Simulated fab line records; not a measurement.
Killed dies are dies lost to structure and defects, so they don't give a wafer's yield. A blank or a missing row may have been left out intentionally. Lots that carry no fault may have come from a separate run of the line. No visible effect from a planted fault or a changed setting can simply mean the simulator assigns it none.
Which tool was responsible?	flow gf180mcu	14 lots with 42 wafers sampled at 5 steps, on a route of 602 steps

== WHAT EACH GAUGE READ, for each wafer ==
GF_HV_LDD_RS_MEAS_53: measurement is done with a four-point probe.
lot	measured	on	HV_LDD_RS (ohm/sq)
L807	day 13 19:56	filmMetro-04	417.8 418.9 418.3
L809	day 14 09:14	filmMetro-01	418.9 418.4 417.9
L810	day 14 20:56	filmMetro-03	418.0 419.4 420.0
L812	day 15 16:04	filmMetro-04	419.5 420.2 418.7
L813	day 15 18:49	filmMetro-03	- - -
L814	day 16 07:23	filmMetro-03	- - -
L816	day 16 23:01	filmMetro-03	419.0 417.7 418.2
L820	day 18 08:43	filmMetro-04	418.9 418.7 418.6
L821	day 18 14:11	filmMetro-01	419.2 419.0 418.7
L822	day 19 01:17	filmMetro-01	418.4 417.7 417.7
L823	day 19 06:52	filmMetro-04	418.2 416.8 417.5
L824	day 19 17:20	filmMetro-03	418.3 417.9 418.2
L825	day 19 23:07	filmMetro-01	419.2 418.4 420.1
L826	day 20 08:41	filmMetro-03	416.9 418.2 417.5

GF_NSD_OVL_MEAS_08.
lot	measured	on	NSD_OVL (nm)
L807	day 14 19:36	overlay-02	1.3 2.2 2.0
L809	day 15 09:07	overlay-01	-2.2 -1.1 -0.3
L810	day 15 22:13	overlay-02	-1.0 -1.0 0.2
L812	day 16 19:40	overlay-02	-0.4 -1.9 -1.0
L816	day 18 01:16	overlay-01	-2.4 1.5 0.5
L820	day 19 12:06	overlay-01	-0.1 1.4 -1.3
L821	day 19 17:17	overlay-01	0.3 0.1 -0.3
L822	day 20 05:01	overlay-01	0.0 -0.8 1.1
L823	day 20 09:58	overlay-01	0.0 -0.8 -0.4
L824	day 20 21:06	overlay-02	0.7 -0.6 -1.4
L825	day 21 02:19	overlay-02	-0.9 -0.4 -0.7
L826	day 21 11:21	overlay-01	1.4 0.4 0.7

GF_NSD_TW_MEAS_12.
lot	measured	on	NSD_TW
L807	day 14 20:02	filmMetro-01	4154 4098 4109
L809	day 15 09:33	filmMetro-02	4259 4284 4283
L810	day 15 22:38	filmMetro-04	4271 4259 4254
L812	day 16 20:05	filmMetro-04	4327 4297 4317
L816	day 18 01:42	filmMetro-04	4257 4246 4251
L820	day 19 12:32	filmMetro-02	4330 4312 4321
L821	day 19 17:43	filmMetro-02	4294 4292 4317
L822	day 20 05:27	filmMetro-02	4322 4277 4271
L823	day 20 10:24	filmMetro-02	4311 4296 4306
L824	day 20 21:32	filmMetro-01	4114 4133 4136
L825	day 21 02:45	filmMetro-01	4180 4168 4168
L826	day 21 11:47	filmMetro-01	4160 4172 4148

== WHICH TOOL RAN EACH LOT (tool, then ch and the chambers of the sampled wafers, then the start) ==
lot	GF_HV_LDD_RTA_52	GF_HV_LDD_ETCHBACK_58
L807	rtpAnneal-02 ch 0, day 13 19:52	rieDiel-02 ch 0,1, day 13 22:38
L809	rtpAnneal-01 ch 0, day 14 09:10	rieDiel-02 ch 1,2, day 14 11:56
L810	rtpAnneal-01 ch 0, day 14 20:52	rieDiel-02 ch 0,1,2, day 15 00:08
L812	rtpAnneal-01 ch 0, day 15 16:00	rieDiel-03 ch 2,3, day 15 21:22
L813	rtpAnneal-02, day 15 18:44	rieDiel-04 ch 0,1,2, day 15 23:52
L814	rtpAnneal-02, day 16 07:19	rieDiel-04 ch 0,1, day 16 10:34
L816	rtpAnneal-01 ch 0, day 16 22:56	rieDiel-03 ch 0,3, day 17 01:40
L820	rtpAnneal-01 ch 0, day 18 08:38	rieDiel-02 ch 0,1,3, day 18 11:23
L821	rtpAnneal-01 ch 0, day 18 14:07	rieDiel-02 ch 0,3, day 18 16:52
L822	rtpAnneal-01 ch 0, day 19 01:13	rieDiel-02 ch 0,2,3, day 19 03:58
L823	rtpAnneal-01 ch 0, day 19 06:47	rieDiel-04 ch 0,2,3, day 19 09:31
L824	rtpAnneal-01 ch 0, day 19 17:16	rieDiel-02 ch 1,2,3, day 19 20:32
L825	rtpAnneal-02 ch 0, day 19 23:02	rieDiel-02 ch 1,2,3, day 20 01:46
L826	rtpAnneal-02 ch 0, day 20 08:37	rieDiel-04 ch 0,3, day 20 11:22
- GF_HV_LDD_RTA_52: time 10 s.
- GF_HV_LDD_ETCHBACK_58: etches Si3N4 in CH3F/O2, stops on SiO2, time 100 s, target depth 90 nm.

== WHAT THE TOOLS THEMSELVES READ (means of the sampled wafers that have a number; where no wafer has one, the mark that the record gives instead) ==
GF_HV_LDD_RTA_52.
lot	tool	annealTempCMax	chamberO2Ppm	lampPowerPct (%)	wafer_temp_C_max
L807	rtpAnneal-02	1007.3	1.998	43	1003.3
L809	rtpAnneal-01	1004.5	1.970	27	1003.5
L810	rtpAnneal-01	1004.7	1.995	27	1004.0
L812	rtpAnneal-01	1005.0	2.013	27	1004.0
L813	rtpAnneal-02	-	-	-	-
L814	rtpAnneal-02	-	-	-	-
L816	rtpAnneal-01	1004.6	2.031	27	1003.1
L820	rtpAnneal-01	1005.0	1.986	27	1003.9
L821	rtpAnneal-01	1004.5	2.000	27	1003.7
L822	rtpAnneal-01	1005.3	2.001	27	1003.2
L823	rtpAnneal-01	1005.1	1.999	27	1004.5
L824	rtpAnneal-01	1005.2	2.017	27	1003.2
L825	rtpAnneal-02	1008.3	1.976	43	1004.0
L826	rtpAnneal-02	1007.8	2.006	43	1002.8

GF_HV_LDD_ETCHBACK_58.
lot	tool	drypumpMotorCurrentA (A)	oesProductAu (a.u.)	throttleValvePct (%)
L807	rieDiel-02	6.0	0.839	10.571
L809	rieDiel-02	6.1	0.841	10.567
L810	rieDiel-02	5.9	0.837	10.561
L812	rieDiel-03	5.3	0.844	10.566
L813	rieDiel-04	5.9	0.846	10.568
L814	rieDiel-04	6.1	0.835	10.561
L816	rieDiel-03	5.0	0.838	10.560
L820	rieDiel-02	5.9	0.841	10.560
L821	rieDiel-02	5.6	0.840	10.571
L822	rieDiel-02	5.9	0.829	10.558
L823	rieDiel-04	5.9	0.831	10.560
L824	rieDiel-02	6.0	0.832	10.569
L825	rieDiel-02	6.0	0.836	10.568
L826	rieDiel-04	6.1	0.847	10.558

== THE ANSWER, worked out from the rows above alone ==
Rule: the lots themselves supply what counts as usual. The widest of any qualifying gaps counts: lots, ordered by their means at a reading, are off when they make up no more than a third of the lots, leave a main group of 4 or more, and stand apart from it by 3 or more times the standard deviation of that group's means. A main group is skipped when, at the precision printed for the reading in the tables above, its means are all equal. Also off: a lot with no number at a reading for which 4 or more lots have one. Where the step has rows for the other lots, those lots are counted as sound. Order of review: gauges by route order, followed by the tools' own readings, for which a lot's mean as printed above is used. At the first step where some lot is off, the reading lying furthest off is the one used; lots without a number count as furthest.
Off: L813, L814, at GF_HV_LDD_RS_MEAS_53 (HV_LDD_RS). Without a number there: L813, L814. The main group has a mean of 418.5 ohm/sq with a standard deviation of 0.62.
A tool fits if, at a process step before that reading, it ran every lot that is off, and no sound lot after the first of them. Not tried: the gauges at GF_HV_LDD_RS_MEAS_53; whatever is off there is also off at GF_HV_LDD_RTA_52, on other tools, and gauge error can't account for it. Not one of the candidates tried fits.

== WHAT THE SIMULATOR PUT IN ==
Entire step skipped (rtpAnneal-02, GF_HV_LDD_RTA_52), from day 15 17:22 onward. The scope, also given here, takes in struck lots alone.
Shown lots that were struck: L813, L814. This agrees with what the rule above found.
